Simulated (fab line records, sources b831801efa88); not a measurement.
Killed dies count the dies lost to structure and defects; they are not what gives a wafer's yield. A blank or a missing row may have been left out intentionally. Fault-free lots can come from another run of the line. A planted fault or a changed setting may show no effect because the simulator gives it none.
A struck lot beside a sound one | flow sfq line | 42 out of 325 route steps
Sound: wafers L446.1, L446.2, L446.4. Struck: wafer L443.6 (left out: L443.3, a lot-mate that was not struck); the cause follows at the end.
At each step with rows: each side's tool, then ch and its chambers, then its first start. Under that, the readings that differ: sound wafers | struck wafers | difference of the means | sigmas: that difference in standard deviations of wafers without a fault.
alike: readings with means less than 2 such deviations apart, plus words and numbers identical on both sides. not compared: withheld readings, readings lacking a value on some wafer, bounds such as >300 that could conceal the same value, and numbers that have no deviation in the record and whose values overlap.
Wherever a step has rows on one side only, a row that says differs or no value, or a row with sigmas, the two part there. Non-overlapping numbers with no deviation appear without sigmas and do not part them. A reading missing from all wafers of one side parts the sides only when that side holds two or more wafers.

first, 6 steps without rows for these wafers: SFQ_TRILAYER_C5_LITHO_COAT_156 (resist thk 62 nm); SFQ_TRILAYER_C5_LITHO_COAT_151 (resist thk 650 nm); SFQ_TRILAYER_C5_LITHO_SOFTBAKE_155; SFQ_TRILAYER_C5_LITHO_EXPOSE_152 (exposes mask C5, target cd 500 nm); SFQ_TRILAYER_C5_LITHO_PEB_154 (peb time 60 s); SFQ_TRILAYER_C5_LITHO_DEVELOP_153 (time 60 s).
SFQ_C5_OVL_MEAS_937:
  sound on overlay-02, day 71 02:12; struck on overlay-01, day 70 20:13
  alike: C5_OVL
SFQ_TRILAYER_C5_BARC_OPEN_VIA_ETCH_210: etches BARC in O2, target depth 125 nm, time 41.7 s.
  sound on rie diel-01 ch 2,3, day 71 02:14; struck on rie diel-01 ch 3, day 70 20:16
  alike: drypump motor current A, oes product au, rf fwd power W
  not compared: rf hours counter h
SFQ_TRILAYER_C5_ETCH_VIA_ETCH_154: etches SiO2 in CHF3, stops on Nb, target depth 84 nm.
  sound on rie diel-01 ch 2,3, day 71 02:17; struck on rie diel-01 ch 3, day 70 20:19
  alike: drypump motor current A, oes product au, rf fwd power W
SFQ_TRILAYER_C5_STRIP_STRIP_155: strips in O2.
  sound on rie metal-04 ch 0,1, day 71 02:20; struck on rie metal-02 ch 0, day 70 20:34
  reading                     | sound       | struck | difference | sigmas
  drypump motor current A (A) | 5.3 5.0 5.3 | 6.4    | +1.2       | +3
  alike: oes product au
  not compared: rf hours counter h
then, 2 steps without rows for these wafers: SFQ_TRILAYER_C5_STRIP_SOLV_CLEAN_156 (cleans in NMP, time 600 s); SFQ_TRILAYER_M6_DEP_PRE_CLEAN_158 (time 22.5 s).
SFQ_TRILAYER_M6_DEP_SPUTTER_157: material Nb, target thk 200 nm, time 133.3 s.
  sound on pvd sputter-05, day 71 03:08; struck on pvd sputter-06, day 70 21:10
  reading                                             | sound             | struck | difference | sigmas
  model.Nb_of_TRILAYER_M6_DEP_SPUTTER_157.thk nm (nm) | 201.8 201.2 199.4 | 335.3  | +134.5     |
  alike: throttle valve pct
SFQ_M6_RS_MEAS_938: measures by four-point-probe.
  sound on film metro-02, day 71 03:13; struck on film metro-04, day 70 21:19
  reading           | sound             | struck | difference | sigmas
  M6_NB_RS (ohm/sq) | 0.881 0.883 0.892 | 0.528  | -0.357     | -38
then, 6 steps without rows for these wafers: SFQ_TRILAYER_M6_LITHO_COAT_164 (resist thk 62 nm); SFQ_TRILAYER_M6_LITHO_COAT_159 (resist thk 600 nm); SFQ_TRILAYER_M6_LITHO_SOFTBAKE_163; SFQ_TRILAYER_M6_LITHO_EXPOSE_160 (exposes mask M6, target cd 500 nm); SFQ_TRILAYER_M6_LITHO_PEB_162 (peb time 60 s); SFQ_TRILAYER_M6_LITHO_DEVELOP_161 (time 60 s).
SFQ_M6_OVL_MEAS_940:
  sound on overlay-02, day 72 08:12; struck on overlay-01, day 72 02:13
  alike: M6_OVL
then, 1 step without rows for these wafers: SFQ_TRILAYER_M6_BARC_OPEN_METAL_ETCH_206 (etches BARC in O2, target depth 125 nm, time 41.7 s).
SFQ_TRILAYER_M6_ETCH_METAL_ETCH_162: etches Nb in Cl2/Ar, stops on SiO2, target depth 240 nm, time 120 s.
  sound on rie metal-01 ch 0,1, day 72 08:18; struck on rie metal-01 ch 0, day 72 02:20
  reading               | sound             | struck | difference | sigmas
  oes product au (a.u.) | 0.897 0.890 0.896 | 0.997  | +0.103     | +15
  alike: drypump motor current A, rf fwd power W
  not compared: rf hours counter h
then, 4 steps without rows for these wafers: SFQ_TRILAYER_M6_STRIP_STRIP_163 (strips in O2); SFQ_TRILAYER_M6_STRIP_SOLV_CLEAN_164 (cleans in NMP, time 600 s); SFQ_TRILAYER_I6_DEP_PECVD_165 (deposits SiO2 from SiH4/N2O, time 111.11 s, target thk 500 nm); SFQ_TRILAYER_I6_CMP_CMP_166 (polishes SiO2).
SFQ_I6_BOW_MEAS_941:
  sound on film metro-01, day 72 15:53; struck on film metro-03, day 72 06:55
  reading     | sound    | struck | difference | sigmas
  I6_BOW (um) | 24 22 36 | 7      | -20        | -2
then, 7 steps without rows for these wafers: SFQ_TRILAYER_I6_METRO_MEASURE_167; SFQ_TRILAYER_I6_VIA_LITHO_COAT_174 (resist thk 62 nm); SFQ_TRILAYER_I6_VIA_LITHO_COAT_169 (resist thk 650 nm); SFQ_TRILAYER_I6_VIA_LITHO_SOFTBAKE_173; SFQ_TRILAYER_I6_VIA_LITHO_EXPOSE_170 (exposes mask I6, target cd 700 nm); SFQ_TRILAYER_I6_VIA_LITHO_PEB_172 (peb time 60 s); SFQ_TRILAYER_I6_VIA_LITHO_DEVELOP_171 (time 60 s).
SFQ_I6_OVL_MEAS_942:
  sound on overlay-01, day 73 17:35; struck on overlay-02, day 73 05:37
  reading     | sound | struck | difference | sigmas
  I6_OVL (nm) | 0 1 1 | -14    | -15        | -3
then, 1 step without rows for these wafers: SFQ_TRILAYER_I6_VIA_BARC_OPEN_VIA_ETCH_235 (etches BARC in O2, target depth 125 nm, time 41.7 s).
SFQ_TRILAYER_I6_VIA_ETCH_VIA_ETCH_172: etches SiO2 in CHF3, stops on Nb, target depth 260 nm.
  sound on rie diel-04 ch 0,2,3, day 73 17:40; struck on rie diel-03 ch 0, day 73 05:41
  alike: drypump motor current A, oes product au, rf fwd power W
SFQ_TRILAYER_I6_VIA_STRIP_STRIP_173: strips in O2.
  sound on rie metal-02 ch 0,1, day 73 17:47; struck on rie metal-04 ch 0, day 73 05:59
  alike: drypump motor current A, oes product au
  not compared: rf hours counter h
then, 2 steps without rows for these wafers: SFQ_TRILAYER_I6_VIA_STRIP_SOLV_CLEAN_174 (cleans in NMP, time 600 s); SFQ_TRILAYER_M7_DEP_PRE_CLEAN_176 (time 22.5 s).
-- the record jumps here: 8 days lie between the struck wafers' starts before and after --
SFQ_M8_BOW_MEAS_951:
  sound on film metro-02, day 81 13:53; struck on film metro-02, day 80 19:10
  reading                       | sound                | struck | difference | sigmas
  model.etest.m6.comb log10 ohm | 12 12 12             | 0      | -12        |
  model.etest.m6.ohm sq         | 0.8805 0.8831 0.8911 | 0.5299 | -0.3550    |
  alike: M8_BOW

## WHERE THEY PART
Last at SFQ_I6_OVL_MEAS_942 as far as this record goes, first at SFQ_TRILAYER_C5_STRIP_STRIP_155. Later steps at which nothing parts them and some readings are alike: SFQ_TRILAYER_I6_VIA_ETCH_VIA_ETCH_172, SFQ_TRILAYER_I6_VIA_STRIP_STRIP_173, SFQ_M8_BOW_MEAS_951.

WHY: whatever the simulator had introduced
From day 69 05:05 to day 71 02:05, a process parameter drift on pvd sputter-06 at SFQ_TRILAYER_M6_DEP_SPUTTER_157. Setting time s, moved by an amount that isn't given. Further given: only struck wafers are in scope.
